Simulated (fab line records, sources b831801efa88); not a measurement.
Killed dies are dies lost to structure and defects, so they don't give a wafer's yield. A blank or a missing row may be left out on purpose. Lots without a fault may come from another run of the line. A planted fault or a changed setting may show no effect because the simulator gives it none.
fab line records | flow sky130
record lots=7 wafers=21 last_day=50
route steps=708 shown CAP2M@605 PAD_OPEN@708
lots that met no fault: from a run of the same line without faults
start_h: hours from the record's first day to the start of the lot's first wafer shown | wait_h: hours since the lot's step before | " the same as in the row above | L1.1+2: a row that stands for several wafers | - no value, or no start given | * or withheld: withheld | < > ~ a bound
route shown NAME@n: a module of which the file shows steps, and the number in the route of the first | usual: mean/standard deviation of fault-free wafers | same: alike in all rows | chamber/n: place in a boat | sites: the reading at each site | _std_site: their standard deviation | _edge_site: outer sites' mean less inner sites' | radius_mm: how far each site lies from the wafer's centre | mask NAME#n: copy n | behind: the tool/chamber that last shaped the wafer | hold: why the lot was held/for how many hours/how that ended | device: the transistor (n, p or np) that didn't switch | end of line: the same wafers' tests at the end of the route | a step without rows: its recipe alone | killed: dies lost to structure and defects at the first sort, not the wafer's yield | map: a wafer's dies, x killed, . not, _ none there
set.NAME: the setting as run; set.NAME@STEP: as run at that earlier step | model.NAME: the simulator's own value behind a step, which no gauge read
lots at some steps of the route; a table a step, a row a wafer
services: from which hour (start_h, from the record's first day; less than 0 if before it) a tool's chamber was out of use, for how many hours, and why
## steps
# step SKY_CAP2M_SPUTTER_02
# recipe material=TiN target_thk_nm=200 temp_c=300 power_w=6500 time_s=166.7 chamber_pressure_pa=0.4
# usual throttle_valve_pct=30.1/1.3
# columns lot.wafer tool chamber start_h wait_h throttle_valve_pct
L921.2 pvd_sputter-04 - 943.13 0.0 28.7
L921.3 " - " " 32.2
L921.4 " - " " 27.2
L922.1 pvd_sputter-01 - 953.45 0.1 30.1
L922.4 " - " " 29.9
L922.6 " - " " 30.8
L930.3 pvd_sputter-04 - 1016.39 0.0 27.4
L930.4 " - " " 32.2
L930.5 " - " " 32.3
L935.1 pvd_sputter-01 - 1061.70 0.1 29.9
L935.5 " - " " 30.0
L935.6 " - " " 31.1
L938.1 pvd_sputter-04 - 1065.14 0.1 29.0
L938.4 " - " " 32.3
L938.6 " - " " 29.7
L939.1 pvd_sputter-01 - 1067.24 0.1 31.1
L939.2 " - " " 31.0
L939.5 " - " " 31.2
L940.2 pvd_sputter-01 - 1080.64 0.0 29.7
L940.3 " - " " 31.2
L940.5 " - " " 29.7
# step SKY_CAP2M_RS_MEAS_03
# recipe thk_meas_gauge=four-point-probe reads=TiN_of_CAP2M_SPUTTER_02
# usual CAP2M_TIN_RS=6.95/0.081
# columns lot.wafer tool chamber start_h wait_h CAP2M_TIN_RS[ohm/sq]
L921.2 film_metro-04 - 943.26 0.1 6.91
L921.3 " - " " 6.95
L921.4 " - " " 6.90
L922.1 film_metro-04 - 953.56 0.1 7.07
L922.4 " - " " 6.92
L922.6 " - " " 6.94
L930.3 film_metro-01 - 1016.54 0.1 7.04
L930.4 " - " " 6.98
L930.5 " - " " 7.08
L935.1 film_metro-01 - 1061.81 0.1 7.04
L935.5 " - " " 7.06
L935.6 " - " " 6.94
L938.1 film_metro-04 - 1065.25 0.1 6.86
L938.4 " - " " 6.89
L938.6 " - " " 6.86
L939.1 film_metro-01 - 1067.35 0.1 7.00
L939.2 " - " " 7.03
L939.5 " - " " 7.09
L940.2 film_metro-01 - 1080.77 0.1 6.88
L940.3 " - " " 6.89
L940.5 " - " " 6.90
# step SKY_CAP2M_THK_MEAS_04
# recipe thk_meas_gauge=xrf reads=TiN_of_CAP2M_SPUTTER_02
# usual CAP2M_TIN_THK=197.3/2.4
# columns lot.wafer tool chamber start_h wait_h CAP2M_TIN_THK[nm]
L921.2 film_metro-04 - 943.37 0.1 199.3
L921.3 " - " " 198.0
L921.4 " - " " 199.2
L922.1 film_metro-04 - 953.68 0.1 195.6
L922.4 " - " " 198.5
L922.6 " - " " 197.2
L930.3 film_metro-01 - 1016.64 0.1 197.0
L930.4 " - " " 198.1
L930.5 " - " " 193.9
L935.1 film_metro-01 - 1061.93 0.1 193.8
L935.5 " - " " 193.5
L935.6 " - " " 197.2
L938.1 film_metro-04 - 1065.37 0.1 200.8
L938.4 " - " " 199.8
L938.6 " - " " 199.8
L939.1 film_metro-01 - 1067.47 0.1 195.8
L939.2 " - " " 194.1
L939.5 " - " " 193.6
L940.2 film_metro-01 - 1080.88 0.1 198.0
L940.3 " - " " 197.3
L940.5 " - " " 198.3
# step SKY_CAP2M_DEHYDRATE_05
# recipe temp_c=200 time_s=60
# step SKY_CAP2M_HMDS_06
# recipe prime_time_s=60 prime_temp_c=120
# step SKY_CAP2M_COAT_07
# recipe resist=NOVOLAK spin_rpm=3000 resist_thk_nm=1140
# step SKY_CAP2M_SOFTBAKE_08
# recipe temp_c=90 time_s=60 resist=NOVOLAK
# step SKY_CAP2M_EXPOSE_09
# recipe mask_id=CAP2M na=0.6 source_shape=conventional sigma_outer=0.6 polarization=unpolarized target_cd_nm=1000 dose_mj=159
# step SKY_CAP2M_PEB_10
# recipe temp_c=withheld time_s=* resist=NOVOLAK
# step SKY_CAP2M_DEVELOP_11
# recipe resist=NOVOLAK developer=TMAH develop_time_s=60 dev_temp_c=23
# step SKY_CAP2M_OVL_MEAS_12
# usual CAP2M_OVL=-0.3/1.4
# columns lot.wafer tool chamber start_h wait_h CAP2M_OVL[nm]
L921.2 overlay-02 - 967.56 0.1 -0.5
L921.3 " - " " -0.9
L921.4 " - " " -2.5
L922.1 overlay-02 - 977.50 0.1 0.7
L922.4 " - " " -0.1
L922.6 " - " " -2.1
L930.3 overlay-01 - 1038.81 0.1 0.7
L930.4 " - " " 2.2
L930.5 " - " " -1.3
L935.1 overlay-01 - 1083.04 0.1 0.0
L935.5 " - " " 0.3
L935.6 " - " " 1.4
L938.1 overlay-01 - 1086.04 0.1 1.1
L938.4 " - " " 0.5
L938.6 " - " " 0.0
L939.1 overlay-01 - 1087.94 0.1 -1.9
L939.2 " - " " 0.2
L939.5 " - " " -1.2
L940.2 overlay-02 - 1101.39 0.1 0.0
L940.3 " - " " 0.4
L940.5 " - " " 0.6
# step SKY_CAP2M_METAL_ETCH_13
# recipe target_depth_nm=220 stop_on=SiO2 chemistry=Cl2/BCl3 target=TiN pressure_mtorr=10 icp_w=900 bias_w=48.5 Cl2_flow_sccm=60 bcl3_flow_sccm=30 time_s=62.9
# usual drypump_motor_current_A=5.6/0.53 oes_product_au=0.937/0.0082 throttle_valve_pct=21.904/0.01
# columns lot.wafer tool chamber start_h wait_h drypump_motor_current_A oes_product_au rf_hours_counter_h throttle_valve_pct
L921.2 rie_metal-04 1 967.59 0.0 6.3 0.942 17 21.901
L921.3 " 1 " " 6.3 0.933 - 21.884
L921.4 " 0 " " 5.0 0.946 - 21.898
L922.1 rie_metal-02 1 977.54 0.0 6.5 0.924 10 21.925
L922.4 " 0 " " 5.4 0.938 - 21.899
L922.6 " 0 " " 5.4 0.941 - 21.914
L930.3 rie_metal-02 0 1038.86 0.0 5.4 0.927 - 21.916
L930.4 " 1 " " 6.5 0.938 - 21.903
L930.5 " 1 " " 6.5 0.923 - 21.903
L935.1 rie_metal-04 0 1083.07 0.0 5.0 0.927 18 21.914
L935.5 " 1 " " 6.2 0.929 - 21.902
L935.6 " 0 " " 5.0 0.939 - 21.914
L938.1 rie_metal-03 0 1086.08 0.0 5.8 0.939 15 21.885
L938.4 " 0 " " 5.8 0.942 - 21.914
L938.6 " 0 " " 5.8 0.939 - 21.893
L939.1 rie_metal-04 0 1087.98 0.0 5.0 0.934 18 21.903
L939.2 " 1 " " 6.2 0.925 1 21.902
L939.5 " 0 " " 5.0 0.926 - 21.916
L940.2 rie_metal-03 0 1101.42 0.0 5.7 0.949 16 21.909
L940.3 " 0 " " 5.7 0.941 - 21.914
L940.5 " 1 " " 5.5 0.930 - 21.901
# step SKY_CAP2M_STRIP_14
# recipe chemistry=O2/N2 power_w=1400 pressure_mtorr=1500 platen_temp_c=withheld o2_flow_sccm=3000 n2_flow_sccm=300 overash_fraction=0.5
# usual drypump_motor_current_A=5.6/0.41 n2_flow_sccm=299.9/0.9 o2_flow_sccm=3000/8 oes_product_au=0.710/0.0042 strip_time_to_endpoint_s=12.66/0.041
# columns lot.wafer tool chamber start_h wait_h drypump_motor_current_A n2_flow_sccm o2_flow_sccm oes_product_au rf_hours_counter_h strip_time_to_endpoint_s
L921.2 plasma_asher-02 0 967.66 0.1 5.2 298.6 2998 0.713 16 12.72
L921.3 " 0 " " 5.2 299.7 3003 0.709 - 12.69
L921.4 " 1 " " 5.0 300.6 2992 0.707 - 12.71
L922.1 plasma_asher-01 1 977.64 0.1 5.6 300.2 3013 0.717 85 12.69
L922.4 " 1 " " 5.6 299.6 2996 0.710 - 12.65
L922.6 " 1 " " 5.7 299.8 2991 0.707 - 12.68
L930.3 plasma_asher-01 0 1038.94 0.1 5.8 299.2 2993 0.707 - 12.65
L930.4 " 1 " " 5.6 298.4 2988 0.715 - 12.63
L930.5 " 1 " " 5.6 299.5 2999 0.710 - 12.58
L935.1 plasma_asher-02 0 1083.15 0.1 5.2 300.5 3598 0.711 26 12.52
L935.5 " 1 " " 5.0 300.5 3597 0.715 - 12.54
L935.6 " 0 " " 5.2 299.8 3580 0.711 - 12.56
L938.1 plasma_asher-02 0 1086.16 0.1 5.2 301.3 3607 0.713 27 12.50
L938.4 " 0 " " 5.2 301.3 3599 0.723 - 12.51
L938.6 " 0 " " 5.2 300.7 3607 0.716 - 12.49
L939.1 plasma_asher-03 0 1088.06 0.1 5.7 299.0 3000 0.709 2 12.63
L939.2 " 1 " " 6.2 301.1 2995 0.717 2 12.65
L939.5 " 0 " " 5.7 299.9 3002 0.711 - 12.62
L940.2 plasma_asher-02 0 1101.50 0.1 5.2 298.8 3608 0.724 28 12.54
L940.3 " 1 " " 4.9 300.2 3605 0.713 - 12.51
L940.5 " 1 " " 5.0 299.0 3612 0.719 - 12.65
# step SKY_CAP2M_STRIP_15
# recipe chemistry=post_etch_residue_remover time_s=1200 temp_c=72.5
# step SKY_PAD_OPEN_PROBE_99
# usual defect_limited_yield=82.3/2 killed_at_M0_to_M3=45/7.5 killed_at_M4_up=3.2/1.8 killed_at_contacts=24/4.9 killed_at_front_end=15/4.4 killed_at_other=0.3/0.54 killed_dies=87/9.8 killed_open=47/6.4 killed_short=40/6.5 sort_bin_3_pad_short=0.9/0.44 sort_bin_5_function=10.5/1.5 sort_bin_6_memory=6.3/1.2 sort_n_pass=405/9.8 sort_yield_pct=82.3/2
# same gross_dies=492 killed_at_back_side=0 sort_bin_4_leakage[%]=0 sort_bin_8_speed[%]=0
# columns lot.wafer tool chamber start_h wait_h defect_limited_yield[%] killed_at_M0_to_M3 killed_at_M4_up killed_at_contacts killed_at_front_end killed_at_other killed_dies killed_open killed_short sort_bin_3_pad_short[%] sort_bin_5_function[%] sort_bin_6_memory[%] sort_n_pass sort_yield_pct[%]
L922.1 prober-02 - 1096.65 0.1 84.1 41 4 20 13 0 78 40 38 2.0 7.5 6.3 414 84.1
L922.4 prober-02 - 1096.80 0.2 83.9 44 5 15 15 0 79 39 40 0.4 8.9 6.7 413 83.9
L922.6 prober-02 - 1096.90 0.2 80.9 42 7 17 27 1 94 46 48 0.6 11.4 7.1 398 80.9
L930.3 prober-02 - 1149.11 0.2 85.4 31 2 25 14 0 72 37 35 0.6 8.9 5.1 420 85.4
L930.4 prober-02 - 1149.16 0.2 82.5 53 3 17 13 0 86 49 37 0.8 10.6 6.1 406 82.5
L930.5 prober-02 - 1149.21 0.2 78.7 56 1 36 12 0 105 51 53 1.2 12.8 7.3 387 78.7
L939.1 prober-01 - 1189.19 0.1 83.7 44 0 21 15 0 80 46 34 0.8 9.1 6.3 412 83.7
L939.2 prober-01 - 1189.24 0.1 84.8 35 3 27 10 0 75 37 37 0.8 8.3 6.1 417 84.8
L939.5 prober-01 - 1189.39 0.2 85.2 28 4 29 12 0 73 42 31 0.8 9.1 4.9 419 85.2
# killed by level:class
L922.1 VIA1:geometric_particle:open=8 CONTACT:geometric_particle:open=7 VIA3:geometric_particle:short=7 LI_CONTACT:geometric_particle:open=6 METAL2:geometric_particle:short=5 VIA3:geometric_particle:open=5 VIA2:geometric_particle:open=4 METAL1:geometric_particle:short=4
L922.4 VIA1:geometric_particle:open=9 METAL3:geometric_particle:short=8 VIA3:geometric_particle:open=8 POLY_GATE:geometric_particle:short=7 METAL1:geometric_particle:short=5 VIA2:geometric_particle:open=5 LI_CONTACT:geometric_particle:open=4 VIA3:geometric_particle:short=4
L922.6 VIA1:geometric_particle:open=13 CONTACT:geometric_particle:open=7 FIELD_ISO:geometric_particle:short=6 VIA2:geometric_particle:short=6 POLY_GATE:geometric_particle:open=5 POLY_GATE:geometric_particle:short=4 METAL1:geometric_particle:short=4 VIA1:geometric_particle:short=4
L930.3 CONTACT:geometric_particle:open=7 FIELD_ISO:geometric_particle:short=6 LI_CONTACT:geometric_particle:open=6 CONTACT:geometric_particle:short=5 VIA3:geometric_particle:open=5 LOCAL_INTERCONNECT:geometric_particle:short=4 VIA1:geometric_particle:short=4 VIA2:geometric_particle:open=4
L930.4 VIA1:geometric_particle:open=12 VIA3:geometric_particle:open=10 METAL1:geometric_particle:short=7 FIELD_ISO:geometric_particle:open=5 METAL2:geometric_particle:short=5 CONTACT:geometric_particle:short=4 CONTACT:geometric_particle:open=4 VIA1:geometric_particle:short=4
L930.5 LI_CONTACT:geometric_particle:open=13 VIA1:geometric_particle:open=12 LOCAL_INTERCONNECT:geometric_particle:short=8 VIA2:geometric_particle:open=8 METAL1:geometric_particle:short=8 CONTACT:geometric_particle:open=7 LI_CONTACT:geometric_particle:short=7 VIA1:geometric_particle:short=7
L939.1 CONTACT:geometric_particle:open=9 VIA3:geometric_particle:open=9 VIA1:geometric_particle:open=8 VIA2:geometric_particle:short=7 VIA1:geometric_particle:short=7 CONTACT:geometric_particle:short=5 FIELD_ISO:geometric_particle:open=4 LI_CONTACT:geometric_particle:open=4
L939.2 CONTACT:geometric_particle:open=13 METAL2:geometric_particle:short=8 VIA1:geometric_particle:open=7 CONTACT:geometric_particle:short=6 VIA2:geometric_particle:short=6 LI_CONTACT:geometric_particle:open=5 VIA3:geometric_particle:short=4 VIA3:geometric_particle:open=4
L939.5 LI_CONTACT:geometric_particle:open=9 CONTACT:geometric_particle:open=8 VIA1:geometric_particle:short=6 CONTACT:geometric_particle:short=6 VIA3:geometric_particle:open=5 VIA2:geometric_particle:open=5 FIELD_ISO:geometric_particle:short=4 VIA1:geometric_particle:open=4
## services
# columns tool chamber start_h hours kind
pvd_sputter-04 - 935.92 1.0 repair
plasma_asher-01 - 964.50 1.1 repair
plasma_asher-03 - 965.68 0.8 repair
rie_metal-04 1 969.42 29.6 repair
plasma_asher-02 - 1016.98 9.5 repair
pvd_sputter-01 - 1031.02 10.1 repair
rie_metal-04 1 1044.15 - clean
rie_metal-04 1 1044.15 31.1 scheduled_down
rie_metal-04 1 1044.15 31.1 vent_cycle
plasma_asher-03 - 1055.25 9.0 pm
plasma_asher-03 0 1055.25 9.0 vent_cycle
plasma_asher-03 1 1055.25 9.0 vent_cycle
plasma_asher-03 - 1056.17 1.4 repair
plasma_asher-03 0 1064.25 - clean
plasma_asher-03 1 1064.25 - clean
pvd_sputter-04 - 1070.35 13.2 repair
plasma_asher-02 - 1077.56 1.5 repair
pvd_sputter-01 - 1091.68 1.6 repair
## key
first_sign step=SKY_CAP2M_STRIP_14 reading=o2_flow_sccm direction=up sigmas=76 usual=3000 struck=3602
effect step=SKY_CAP2M_STRIP_14 reading=strip_time_to_endpoint_s direction=down sigmas=2.9 usual=* struck=*
met_at SKY_CAP2M_STRIP_14
struck_wafers L935.1,L935.5,L935.6,L938.1,L938.4,L938.6,L940.2,L940.3,L940.5
onset_between 967.66 1083.15
fault kind=process_parameter_drift tool=plasma_asher-02 chamber=- onset_h=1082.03 steps=SKY_CAP2M_STRIP_14 channel=o2_flow_sccm offset=600 shape=step end_h=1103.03 acts_in=these_recipes_only stated=3000
